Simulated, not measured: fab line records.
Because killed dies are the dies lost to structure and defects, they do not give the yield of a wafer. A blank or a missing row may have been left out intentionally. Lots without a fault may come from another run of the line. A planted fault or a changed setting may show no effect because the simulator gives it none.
fab line records	flow sky130
[record] lots = 12	wafers = 36	lastDay = 50
route steps=708 shown VIA2@528 VIA4@650 METAL5@677 PAD_OPEN@708
lots that met no fault: taken from a fault-free run of the same line
startH: start of the lot's first displayed wafer, in hours after the record's first day	waitH: hours from the lot's prior step to this one	" repeats the value in the row above	L1.1+2: one row covering several wafers at once	- value missing, or start not given	* or withheld: withheld	< > ~ a bound
route shown NAME@n: names a module that has steps shown in the file, with the first one's number in the route	usual: mean/standard deviation of fault-free wafers	same: alike in all rows	chamber/n: place in a boat	sites: the reading at each site	_std_site: standard deviation across them	_edge_site: mean of outer sites minus mean of inner sites	radiusMm: for every site, how far away it sits from the centre of the wafer	mask NAME#n: copy n	behind: the last tool/chamber to shape the wafer	hold: reason for holding the lot/hours on hold/outcome of the hold	device: whichever transistor did not switch (one of n, p or np)	end of line: the tests these same wafers got at the end of their route	step lacking rows: just its recipe	killed: at the first sort, the dies lost to defects and structure; wafer yield is something else	map: a wafer's dies, marking killed ones x, the rest . and places with no die _
set.NAME: the setting the step ran with; set.NAME@STEP: the setting that earlier step ran with	model.NAME: the simulator's own value behind a step, which no gauge read
the route's steps for a sample of lots (tables are steps, rows are wafers)
services: from which hour (startH, from the record's first day; less than 0 if before it) a tool's chamber was out of use, for how many hours, and why
[[steps]]
[step SKY_VIA2_CVD_21]
[recipe] material = W	targetThkNm = 420	timeS = 126.4	tempC = 400	pressureTorr = 40
[usual] heaterPowerW = 898/83
lot.wafer	tool	chamber	startH	waitH	heaterPowerW
L938.2	cvdW-01	0	855.72	0.0	840
L938.3	"	0	"	"	860
L938.6	"	1	"	"	1020
L939.3	cvdW-01	0	863.41	0.1	843
L939.4	"	1	"	"	1015
L939.5	"	0	"	"	817
L940.1	cvdW-02	0	866.34	0.0	833
L940.3	"	1	"	"	886
L940.4	"	0	"	"	820
L941.1	cvdW-01	1	872.84	0.0	1010
L941.2	"	0	"	"	832
L941.6	"	1	"	"	1008
L942.1	cvdW-01	1	885.05	0.0	1009
L942.3	"	1	"	"	1001
L942.4	"	0	"	"	845
L946.1	cvdW-01	0	909.56	0.0	829
L946.3	"	1	"	"	1000
L946.5	"	1	"	"	1031
L948.1	cvdW-01	0	925.92	0.0	840
L948.2	"	1	"	"	1015
L948.4	"	1	"	"	1012
L950.2	cvdW-02	0	941.83	0.0	859
L950.3	"	1	"	"	844
L950.6	"	0	"	"	867
L949.2	cvdW-01	1	942.48	0.0	1034
L949.5	"	0	"	"	814
L949.6	"	1	"	"	1011
L952.4	cvdW-02	0	954.58	0.1	867
L952.5	"	1	"	"	857
L952.6	"	0	"	"	840
L958.1	cvdW-02	1	995.83	0.0	835
L958.2	"	0	"	"	861
L958.6	"	1	"	"	863
L959.2	cvdW-01	0	1000.49	0.0	834
L959.3	"	1	"	"	1025
L959.5	"	0	"	"	854
[step SKY_VIA4_OVL_MEAS_11]
[usual] VIA4_OVL = -1.9/1.4
lot.wafer	tool	chamber	startH	waitH	VIA4_OVL[nm]
L938.2	overlay-01	-	1009.98	0.1	1.0
L938.3	"	-	"	"	1.4
L938.6	"	-	"	"	2.0
L939.3	overlay-02	-	1018.38	0.1	-3.7
L939.4	"	-	"	"	-4.4
L939.5	"	-	"	"	-4.4
L940.1	overlay-01	-	1019.27	0.1	1.0
L940.3	"	-	"	"	0.0
L940.4	"	-	"	"	0.2
L941.1	overlay-02	-	1026.02	0.1	-3.4
L941.2	"	-	"	"	-2.2
L941.6	"	-	"	"	-1.9
L942.1	overlay-02	-	1034.07	0.1	-0.4
L942.3	"	-	"	"	-2.4
L942.4	"	-	"	"	0.0
L946.1	overlay-01	-	1056.57	0.1	-0.9
L946.3	"	-	"	"	-1.6
L946.5	"	-	"	"	-1.8
L948.1	overlay-01	-	1071.17	0.1	-0.9
L948.2	"	-	"	"	-1.2
L948.4	"	-	"	"	-1.5
L950.2	overlay-02	-	1083.88	0.1	-1.5
L950.3	"	-	"	"	0.3
L950.6	"	-	"	"	-1.2
L949.2	overlay-02	-	1084.18	0.1	-2.7
L949.5	"	-	"	"	-1.6
L949.6	"	-	"	"	-1.6
L952.4	overlay-01	-	1095.24	0.1	-4.4
L952.5	"	-	"	"	-3.1
L952.6	"	-	"	"	-4.3
L958.1	overlay-02	-	1130.37	0.1	-1.2
L958.2	"	-	"	"	-3.1
L958.6	"	-	"	"	-3.1
L959.2	overlay-02	-	1135.58	0.1	-2.1
L959.3	"	-	"	"	-1.2
L959.5	"	-	"	"	-0.6
[step SKY_VIA4_SPUTTER_17]
[recipe] material = TiN	targetThkNm = 20	chamberPressurePa = 5	powerW = 4000	timeS = 80
[usual] throttleValvePct = 30.2/0.88
lot.wafer	tool	chamber	startH	waitH	throttleValvePct
L938.2	pvdSputter-04	-	1010.67	0.0	29.7
L938.3	"	-	"	"	30.9
L938.6	"	-	"	"	30.2
L939.3	pvdSputter-01	-	1019.12	0.0	30.5
L939.4	"	-	"	"	31.2
L939.5	"	-	"	"	29.2
L940.1	pvdSputter-04	-	1019.97	0.0	29.4
L940.3	"	-	"	"	30.6
L940.4	"	-	"	"	30.5
L941.1	pvdSputter-01	-	1026.74	0.0	29.5
L941.2	"	-	"	"	28.8
L941.6	"	-	"	"	29.5
L942.1	pvdSputter-04	-	1034.77	0.0	30.3
L942.3	"	-	"	"	29.9
L942.4	"	-	"	"	29.6
L946.1	pvdSputter-04	-	1057.31	0.0	29.7
L946.3	"	-	"	"	30.6
L946.5	"	-	"	"	30.4
L948.1	pvdSputter-01	-	1071.88	0.0	30.3
L948.2	"	-	"	"	29.1
L948.4	"	-	"	"	28.9
L950.2	pvdSputter-04	-	1084.58	0.0	29.8
L950.3	"	-	"	"	30.1
L950.6	"	-	"	"	30.1
L949.2	pvdSputter-03	-	1084.88	0.0	32.2
L949.5	"	-	"	"	32.1
L949.6	"	-	"	"	28.7
L952.4	pvdSputter-01	-	1095.93	0.0	29.7
L952.5	"	-	"	"	29.7
L952.6	"	-	"	"	30.4
L958.1	pvdSputter-03	-	1131.07	0.0	29.3
L958.2	"	-	"	"	32.0
L958.6	"	-	"	"	30.1
L959.2	pvdSputter-03	-	1136.37	0.0	28.9
L959.3	"	-	"	"	31.9
L959.5	"	-	"	"	29.9
[step SKY_METAL5_STRIP_16]
[recipe] chemistry = O2/N2	powerW = 1400	pressureMtorr = 1500	platenTempC = withheld	o2FlowSccm = 3000	n2FlowSccm = 300	overashFraction = 0.5
[usual] drypumpMotorCurrentA = 5.6/0.41	oesProductAu = 0.710/0.0043	stripTimeToEndpointS = 13.07/0.09
lot.wafer	tool	chamber	startH	waitH	drypumpMotorCurrentA	oesProductAu	rfHoursCounterH	stripTimeToEndpointS
L938.2	plasmaAsher-01	1	1034.91	0.3	5.4	0.715	65	13.17
L938.3	"	0	"	"	4.8	0.709	-	13.20
L938.6	"	1	"	"	5.4	0.713	-	13.05
L939.3	plasmaAsher-01	1	1042.27	0.1	5.4	0.708	-	13.02
L939.4	"	0	"	"	4.8	0.709	-	13.12
L939.5	"	0	"	"	4.8	0.702	-	13.10
L940.1	plasmaAsher-02	0	1043.44	0.2	5.5	0.704	92	13.18
L940.3	"	0	"	"	5.6	0.710	-	13.14
L940.4	"	1	"	"	5.8	0.712	-	13.05
L941.1	plasmaAsher-02	0	1049.89	0.2	5.6	0.715	92	12.97
L941.2	"	1	"	"	5.7	0.714	92	13.16
L941.6	"	0	"	"	5.6	0.707	-	13.06
L942.1	plasmaAsher-03	0	1057.32	0.2	6.0	0.709	33	13.12
L942.3	"	0	"	"	6.0	0.713	-	13.23
L942.4	"	1	"	"	5.9	0.705	-	13.03
L946.1	plasmaAsher-03	1	1080.54	0.2	5.9	0.712	36	13.07
L946.3	"	1	"	"	5.9	0.706	-	12.96
L946.5	"	1	"	"	5.9	0.707	-	13.03
L948.1	plasmaAsher-03	1	1093.74	0.2	5.9	0.703	37	13.00
L948.2	"	0	"	"	6.0	0.713	37	12.99
L948.4	"	1	"	"	5.8	0.704	-	12.94
L950.2	plasmaAsher-03	0	1106.07	0.2	6.0	0.708	38	13.10
L950.3	"	0	"	"	6.0	0.710	-	13.12
L950.6	"	0	"	"	6.0	0.717	-	12.97
L949.2	plasmaAsher-02	1	1106.99	0.2	5.7	0.715	98	13.03
L949.5	"	0	"	"	5.6	0.709	-	13.25
L949.6	"	1	"	"	5.7	0.710	-	13.06
L952.4	plasmaAsher-01	0	1117.35	0.1	4.8	0.714	-	13.07
L952.5	"	1	"	"	5.4	0.708	-	13.11
L952.6	"	0	"	"	4.8	0.712	-	13.09
L958.1	plasmaAsher-01	1	1150.22	0.2	5.4	0.711	76	13.08
L958.2	"	0	"	"	4.8	0.716	76	13.03
L958.6	"	1	"	"	5.5	0.712	-	13.08
L959.2	plasmaAsher-03	1	1155.94	0.3	5.9	0.710	43	13.05
L959.3	"	0	"	"	6.0	0.714	-	13.13
L959.5	"	1	"	"	5.9	0.701	-	13.02
[step SKY_PAD_OPEN_PROBE_99]
[usual] defectLimitedYield = 82.4/2	killed_at_M0_to_M3 = 44/6.8	killed_at_M4_up = 3.4/2	killedAtContacts = 24/5.2	killedAtFrontEnd = 15/5.2	killedAtOther = 0.2/0.46	killedDies = 87/9.8	killedOpen = 47/7.5	killedShort = 39/6.8	sort_bin_3_pad_short = 0.8/0.37	sort_bin_5_function = 10.5/1.5	sort_bin_6_memory = 6.3/1.2	sortNPass = 405/9.8	sortYieldPct = 82.4/2
[same] grossDies = 492	killedAtBackSide = 0	sort_bin_4_leakage[%] = 0	sort_bin_8_speed[%] = 0
lot.wafer	tool	chamber	startH	waitH	hold	defectLimitedYield[%]	killed_at_M0_to_M3	killed_at_M4_up	killedAtContacts	killedAtFrontEnd	killedAtOther	killedDies	killedOpen	killedShort	sort_bin_3_pad_short[%]	sort_bin_5_function[%]	sort_bin_6_memory[%]	sortNPass	sortYieldPct[%]
L938.2	prober-02	-	1081.35	0.1	-	82.7	43	2	27	13	0	85	53	32	0.4	10.8	6.1	407	82.7
L938.3	prober-02	-	1081.40	0.2	-	82.3	43	4	19	20	1	87	48	39	1.0	10.4	6.3	405	82.3
L938.6	prober-02	-	1081.55	0.2	-	81.7	49	5	20	16	0	90	45	45	0.4	12.0	5.9	402	81.7
L939.3	prober-01	-	1088.00	0.2	-	80.9	52	2	27	13	0	94	55	39	1.0	11.4	6.7	398	80.9
L939.4	prober-01	-	1088.05	0.2	-	78.3	55	6	18	28	0	107	55	52	0.4	13.8	7.5	385	78.3
L939.5	prober-01	-	1088.10	0.2	-	77.4	58	4	30	19	0	111	59	52	1.2	13.8	7.5	381	77.4
L940.1	prober-02	-	1089.34	0.1	-	81.5	47	5	28	10	1	91	44	47	1.2	10.6	6.7	401	81.5
L940.3	prober-02	-	1089.44	0.2	-	78.9	51	2	30	21	0	104	51	53	0.8	12.6	7.7	388	78.9
L940.4	prober-02	-	1089.49	0.2	-	80.9	43	3	28	20	0	94	56	38	0.2	12.6	6.3	398	80.9
L941.1	prober-01	-	1095.38	0.1	-	80.9	35	3	26	29	1	94	51	43	0.8	11.8	6.5	398	80.9
L941.2	prober-01	-	1095.43	0.1	-	84.1	35	2	23	18	0	78	44	34	0.6	7.9	7.3	414	84.1
L941.6	prober-01	-	1095.63	0.2	-	83.7	41	3	19	17	0	80	44	36	1.4	11.0	3.9	412	83.7
L942.1	prober-02	-	1103.16	0.1	-	81.3	54	2	26	10	0	92	58	34	0.6	9.8	8.3	400	81.3
L942.3	prober-02	-	1103.26	0.2	-	81.9	54	5	19	11	0	89	54	35	0.8	9.3	7.9	403	81.9
L942.4	prober-02	-	1103.31	0.2	-	79.1	47	8	34	13	1	103	48	55	1.0	12.4	7.5	389	79.1
L946.1	prober-02	-	1124.41	0.1	-	80.5	50	4	26	16	0	96	56	40	1.0	11.8	6.7	396	80.5
L946.3	prober-02	-	1124.51	0.2	-	86.8	33	2	22	8	0	65	42	23	0.4	8.9	3.9	427	86.8
L946.5	prober-02	-	1124.61	0.2	-	83.5	35	3	31	10	2	81	42	39	0.8	8.9	6.7	411	83.5
L948.1	prober-02	-	1136.76	0.1	awaitDispo/2.9h/release	74.4	96	1	18	11	0	126	39	28	2.6	16.5	6.5	366	74.4
L948.2	prober-02	-	1136.81	0.1	awaitDispo/2.9h/release	84.3	42	2	16	17	0	77	51	26	0.8	9.1	5.7	415	84.3
L948.4	prober-02	-	1136.91	0.2	awaitDispo/2.9h/release	80.9	39	3	24	27	1	94	46	48	1.2	11.0	6.9	398	80.9
L950.2	prober-01	-	1146.75	0.1	-	81.7	38	5	25	22	0	90	51	39	0.2	11.8	6.3	402	81.7
L950.3	prober-01	-	1146.80	0.2	-	83.5	44	5	19	13	0	81	39	42	1.6	10.6	4.3	411	83.5
L950.6	prober-01	-	1146.95	0.2	-	82.9	39	1	24	20	0	84	48	36	1.2	10.6	5.3	408	82.9
L949.2	prober-02	-	1148.02	0.1	awaitDispo/2.6h/release	81.1	46	3	25	18	1	93	54	39	1.2	10.8	6.9	399	81.1
L949.5	prober-02	-	1148.17	0.2	awaitDispo/2.6h/release	72.6	95	3	20	16	1	135	50	35	3.7	16.7	7.1	357	72.6
L949.6	prober-02	-	1148.22	0.2	awaitDispo/2.6h/release	80.7	48	5	23	19	0	95	62	33	0.4	11.8	7.1	397	80.7
L952.4	prober-02	-	1158.25	0.2	-	81.3	44	1	22	25	0	92	55	37	0.6	11.8	6.3	400	81.3
L952.5	prober-02	-	1158.30	0.2	-	80.7	51	0	28	15	1	95	53	42	1.0	11.4	6.9	397	80.7
L952.6	prober-02	-	1158.35	0.2	-	86.2	33	4	17	13	1	68	38	30	0.8	8.7	4.3	424	86.2
L958.1	prober-02	-	1186.57	0.1	-	81.7	51	4	13	22	0	90	55	35	0.4	9.8	8.1	402	81.7
L958.2	prober-02	-	1186.62	0.1	-	85.8	41	0	18	11	0	70	31	39	0.4	8.5	5.3	422	85.8
L958.6	prober-02	-	1186.82	0.2	-	84.6	45	4	17	10	0	76	40	36	0.6	8.1	6.7	416	84.6
L959.2	prober-01	-	1191.28	0.1	-	84.6	33	4	24	14	1	76	42	34	0.6	6.9	7.9	416	84.6
L959.3	prober-01	-	1191.33	0.2	-	80.5	48	5	26	17	0	96	53	43	0.6	13.0	5.9	396	80.5
L959.5	prober-01	-	1191.43	0.2	-	80.3	50	0	27	20	0	97	64	33	1.0	11.2	7.5	395	80.3
// killed by level:class
L938.2 LI_CONTACT:geometricParticle:open=10 VIA2:geometricParticle:open=9 VIA1:geometricParticle:open=8 VIA3:geometricParticle:open=8 CONTACT:geometricParticle:short=7 METAL1:geometricParticle:short=5 VIA1:geometricParticle:short=5 FIELD_ISO:geometricParticle:open=3
L938.3 METAL1:geometricParticle:short=10 VIA1:geometricParticle:open=10 POLY_GATE:geometricParticle:short=7 LI_CONTACT:geometricParticle:open=7 VIA3:geometricParticle:open=7 CONTACT:geometricParticle:open=6 VIA2:geometricParticle:open=6 POLY_GATE:geometricParticle:open=5
L938.6 POLY_GATE:geometricParticle:short=8 VIA2:geometricParticle:open=8 CONTACT:geometricParticle:open=8 VIA1:geometricParticle:open=8 VIA3:geometricParticle:open=7 METAL1:geometricParticle:short=6 VIA3:geometricParticle:short=6 LI_CONTACT:geometricParticle:open=5
L939.3 VIA1:geometricParticle:open=16 CONTACT:geometricParticle:open=10 METAL1:geometricParticle:short=8 METAL2:geometricParticle:short=6 VIA2:geometricParticle:open=6 FIELD_ISO:geometricParticle:open=5 CONTACT:geometricParticle:short=5 VIA3:geometricParticle:open=5
L939.4 VIA1:geometricParticle:open=12 FIELD_ISO:geometricParticle:open=9 VIA3:geometricParticle:open=9 VIA2:geometricParticle:open=8 FIELD_ISO:geometricParticle:short=7 POLY_GATE:geometricParticle:short=6 METAL4:geometricParticle:short=6 METAL2:geometricParticle:short=6
L939.5 LI_CONTACT:geometricParticle:open=10 VIA3:geometricParticle:open=10 CONTACT:geometricParticle:open=9 VIA1:geometricParticle:open=8 METAL1:geometricParticle:short=8 METAL2:geometricParticle:short=8 LOCAL_INTERCONNECT:geometricParticle:short=6 VIA1:geometricParticle:short=6
L940.1 VIA1:geometricParticle:open=14 METAL1:geometricParticle:short=11 LI_CONTACT:geometricParticle:open=8 LOCAL_INTERCONNECT:geometricParticle:short=6 CONTACT:geometricParticle:open=6 CONTACT:geometricParticle:short=5 VIA1:geometricParticle:short=4 METAL2:geometricParticle:short=4
L940.3 LI_CONTACT:geometricParticle:open=10 CONTACT:geometricParticle:open=10 METAL1:geometricParticle:short=10 VIA1:geometricParticle:short=8 VIA2:geometricParticle:open=8 VIA1:geometricParticle:open=7 CONTACT:geometricParticle:short=6 POLY_GATE:geometricParticle:short=5
L940.4 CONTACT:geometricParticle:open=14 VIA1:geometricParticle:open=13 POLY_GATE:geometricParticle:short=8 FIELD_ISO:geometricParticle:open=6 LI_CONTACT:geometricParticle:open=6 CONTACT:geometricParticle:short=5 VIA2:geometricParticle:short=5 VIA2:geometricParticle:open=5
L941.1 CONTACT:geometricParticle:open=9 FIELD_ISO:geometricParticle:open=8 LI_CONTACT:geometricParticle:open=8 FIELD_ISO:geometricParticle:short=7 VIA1:geometricParticle:open=7 METAL1:geometricParticle:short=5 METAL2:geometricParticle:short=5 POLY_GATE:geometricParticle:open=4
L941.2 VIA1:geometricParticle:open=13 CONTACT:geometricParticle:open=11 METAL1:geometricParticle:short=7 FIELD_ISO:geometricParticle:short=4 VIA3:geometricParticle:open=4 LI_CONTACT:geometricParticle:open=4 FIELD_ISO:geometricParticle:open=3 POLY_GATE:geometricParticle:open=3
L941.6 CONTACT:geometricParticle:open=10 VIA2:geometricParticle:open=10 VIA1:geometricParticle:open=8 POLY_GATE:geometricParticle:short=7 VIA3:geometricParticle:open=6 METAL1:geometricParticle:short=5 FIELD_ISO:geometricParticle:open=4 FIELD_ISO:geometricParticle:short=4
L942.1 VIA1:geometricParticle:open=20 LI_CONTACT:geometricParticle:open=10 CONTACT:geometricParticle:open=7 VIA1:geometricParticle:short=6 VIA2:geometricParticle:short=5 METAL2:geometricParticle:short=5 LOCAL_INTERCONNECT:geometricParticle:open=4 METAL1:geometricParticle:short=4
L942.3 VIA1:geometricParticle:open=11 VIA3:geometricParticle:open=10 CONTACT:geometricParticle:open=8 METAL1:geometricParticle:short=6 VIA2:geometricParticle:open=6 LI_CONTACT:geometricParticle:open=5 METAL1:geometricParticle:open=4 VIA1:geometricParticle:short=4
L942.4 CONTACT:geometricParticle:open=12 VIA1:geometricParticle:short=11 LI_CONTACT:geometricParticle:open=9 LI_CONTACT:geometricParticle:short=8 VIA1:geometricParticle:open=7 VIA2:geometricParticle:open=7 METAL1:geometricParticle:short=6 FIELD_ISO:geometricParticle:short=5
L946.1 CONTACT:geometricParticle:open=16 VIA1:geometricParticle:open=16 CONTACT:geometricParticle:short=7 VIA1:geometricParticle:short=7 METAL3:geometricParticle:short=5 METAL1:geometricParticle:short=5 POLY_GATE:geometricParticle:short=4 VIA2:geometricParticle:open=4
L946.3 CONTACT:geometricParticle:open=12 VIA2:geometricParticle:open=8 VIA1:geometricParticle:open=6 VIA1:geometricParticle:short=5 LI_CONTACT:geometricParticle:open=4 METAL1:geometricParticle:short=3 POLY_GATE:geometricParticle:open=3 LI_CONTACT:geometricParticle:short=3
L946.5 CONTACT:geometricParticle:open=13 VIA1:geometricParticle:open=8 VIA1:geometricParticle:short=7 VIA2:geometricParticle:open=7 POLY_GATE:geometricParticle:short=6 LI_CONTACT:geometricParticle:open=6 CONTACT:geometricParticle:short=6 METAL1:geometricParticle:short=5
L948.1 VIA2:unspecified=59 CONTACT:geometricParticle:open=10 VIA1:geometricParticle:open=8 VIA3:geometricParticle:open=7 VIA1:geometricParticle:short=5 POLY_GATE:geometricParticle:open=4 POLY_GATE:geometricParticle:short=4 VIA2:geometricParticle:open=4
L948.2 VIA1:geometricParticle:open=16 VIA3:geometricParticle:open=7 LI_CONTACT:geometricParticle:open=5 CONTACT:geometricParticle:open=5 FIELD_ISO:geometricParticle:short=4 LI_CONTACT:geometricParticle:short=4 VIA2:geometricParticle:open=4 FIELD_ISO:geometricParticle:open=3
L948.4 POLY_GATE:geometricParticle:short=10 LI_CONTACT:geometricParticle:open=9 FIELD_ISO:geometricParticle:short=8 VIA1:geometricParticle:open=8 CONTACT:geometricParticle:open=7 VIA3:geometricParticle:open=6 METAL1:geometricParticle:short=6 VIA2:geometricParticle:open=6
L950.2 CONTACT:geometricParticle:open=13 FIELD_ISO:geometricParticle:open=7 VIA1:geometricParticle:open=7 VIA3:geometricParticle:open=6 LI_CONTACT:geometricParticle:open=6 METAL2:geometricParticle:short=6 FIELD_ISO:geometricParticle:short=5 POLY_GATE:geometricParticle:short=5
L950.3 VIA1:geometricParticle:open=14 VIA2:geometricParticle:open=6 VIA1:geometricParticle:short=6 CONTACT:geometricParticle:open=6 LI_CONTACT:geometricParticle:open=5 METAL2:geometricParticle:short=5 METAL4:geometricParticle:short=5 FIELD_ISO:geometricParticle:short=4
L950.6 LI_CONTACT:geometricParticle:open=9 VIA1:geometricParticle:open=9 VIA3:geometricParticle:open=7 VIA1:geometricParticle:short=6 POLY_GATE:geometricParticle:open=5 VIA2:geometricParticle:open=5 CONTACT:geometricParticle:open=5 FIELD_ISO:geometricParticle:short=4
L949.2 CONTACT:geometricParticle:open=11 LI_CONTACT:geometricParticle:open=10 VIA1:geometricParticle:open=9 METAL1:geometricParticle:short=8 VIA2:geometricParticle:open=7 VIA2:geometricParticle:short=6 FIELD_ISO:geometricParticle:short=5 POLY_GATE:geometricParticle:open=5
L949.5 VIA2:unspecified=50 VIA2:geometricParticle:open=11 CONTACT:geometricParticle:open=7 LI_CONTACT:geometricParticle:open=6 VIA1:geometricParticle:open=6 VIA2:geometricParticle:short=5 VIA3:geometricParticle:open=5 METAL1:geometricParticle:short=4
L949.6 VIA1:geometricParticle:open=15 VIA2:geometricParticle:open=9 CONTACT:geometricParticle:open=8 FIELD_ISO:geometricParticle:short=5 LI_CONTACT:geometricParticle:open=5 METAL1:geometricParticle:open=5 SPACER:geometricParticle:open=4 LOCAL_INTERCONNECT:geometricParticle:short=4
L952.4 VIA2:geometricParticle:open=11 CONTACT:geometricParticle:open=10 VIA3:geometricParticle:open=8 FIELD_ISO:geometricParticle:short=7 FIELD_ISO:geometricParticle:open=6 POLY_GATE:geometricParticle:open=6 CONTACT:geometricParticle:short=5 METAL1:geometricParticle:short=5
L952.5 CONTACT:geometricParticle:open=15 VIA1:geometricParticle:open=10 METAL1:geometricParticle:short=9 VIA2:geometricParticle:open=7 LOCAL_INTERCONNECT:geometricParticle:short=6 VIA3:geometricParticle:open=5 FIELD_ISO:geometricParticle:short=4 LI_CONTACT:geometricParticle:open=4
L952.6 CONTACT:geometricParticle:open=7 FIELD_ISO:geometricParticle:open=6 VIA2:geometricParticle:open=6 VIA1:geometricParticle:open=6 METAL1:geometricParticle:short=5 VIA3:geometricParticle:open=5 VIA1:geometricParticle:short=4 FIELD_ISO:geometricParticle:short=3
L958.1 VIA1:geometricParticle:open=10 POLY_GATE:geometricParticle:open=9 VIA2:geometricParticle:open=9 VIA3:geometricParticle:open=8 CONTACT:geometricParticle:open=7 METAL1:geometricParticle:short=6 VIA3:geometricParticle:short=5 FIELD_ISO:geometricParticle:open=4
L958.2 VIA1:geometricParticle:open=10 METAL1:geometricParticle:short=8 LOCAL_INTERCONNECT:geometricParticle:short=5 CONTACT:geometricParticle:open=5 VIA1:geometricParticle:short=4 METAL2:geometricParticle:short=4 VIA2:geometricParticle:short=4 VIA3:geometricParticle:open=4
L958.6 VIA1:geometricParticle:open=12 VIA3:geometricParticle:open=7 CONTACT:geometricParticle:open=6 VIA1:geometricParticle:short=6 METAL3:geometricParticle:short=6 METAL1:geometricParticle:short=5 LI_CONTACT:geometricParticle:open=4 METAL2:geometricParticle:short=4
L959.2 VIA1:geometricParticle:open=10 CONTACT:geometricParticle:open=8 LI_CONTACT:geometricParticle:open=5 VIA3:geometricParticle:open=5 VIA3:geometricParticle:short=5 LOCAL_INTERCONNECT:geometricParticle:short=4 CONTACT:geometricParticle:short=4 VIA2:geometricParticle:open=4
L959.3 VIA2:geometricParticle:open=10 LI_CONTACT:geometricParticle:open=8 VIA1:geometricParticle:open=8 METAL1:geometricParticle:short=7 VIA3:geometricParticle:open=6 CONTACT:geometricParticle:short=6 CONTACT:geometricParticle:open=5 METAL2:geometricParticle:short=5
L959.5 VIA1:geometricParticle:open=20 LI_CONTACT:geometricParticle:open=8 VIA2:geometricParticle:open=8 POLY_GATE:geometricParticle:open=7 CONTACT:geometricParticle:open=6 LOCAL_INTERCONNECT:geometricParticle:short=6 POLY_GATE:geometricParticle:short=5 METAL2:geometricParticle:short=5
[[services]]
tool	chamber	startH	hours	kind
pvdSputter-01	3	832.59	-	consumableReplace:kit
pvdSputter-01	3	832.59	18.0	scheduledDown
plasmaAsher-02	-	845.74	2.0	repair
plasmaAsher-02	-	856.67	1.9	repair
plasmaAsher-02	-	859.21	14.6	pm
cvdW-02	-	904.00	14.0	pm
cvdW-02	-	918.00	2.8	pm
pvdSputter-04	-	929.41	5.0	repair
plasmaAsher-03	-	937.74	2.8	pm
pvdSputter-03	-	938.87	11.2	repair
cvdW-02	-	962.57	14.6	pm
pvdSputter-03	-	988.03	3.4	repair
pvdSputter-04	-	1020.62	0.9	repair
pvdSputter-04	1	1041.35	-	consumableReplace:kit
pvdSputter-04	1	1041.35	18.0	scheduledDown
pvdSputter-04	1	1041.35	18.0	ventCycle
plasmaAsher-01	-	1048.08	2.8	pm
pvdSputter-03	-	1052.32	6.8	repair
cvdW-01	1	1056.72	15.2	repair
pvdSputter-03	-	1085.42	2.2	repair
cvdW-01	-	1095.81	2.8	pm
cvdW-01	0	1105.88	8.6	repair
pvdSputter-01	-	1133.42	19.7	repair
pvdSputter-04	-	1153.48	1.0	repair
[[key]]
[firstSign] step = SKY_PAD_OPEN_PROBE_99	reading = killed_at_M0_to_M3	direction = up	sigmas = 7.6	usual = 44	struck = 96
[effect] step = SKY_PAD_OPEN_PROBE_99	reading = sort_bin_3_pad_short	direction = up	sigmas = 6.2	usual = 0.8	struck = 3.2
metAt SKY_VIA2_CVD_21
struckLots L948,L949
struckWafers L948.1,L949.5
notActingAt SKY_VIA4_OVL_MEAS_11,SKY_VIA4_SPUTTER_17,SKY_METAL5_STRIP_16
onsetBetween 909.56 925.92
[fault] kind = chamberParticleSource	tool = cvdW-01	chamber = 0	onsetH = 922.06	steps = SKY_VIA2_CVD_21	ratePerVisitCm2 = 0.98513	endH = 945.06
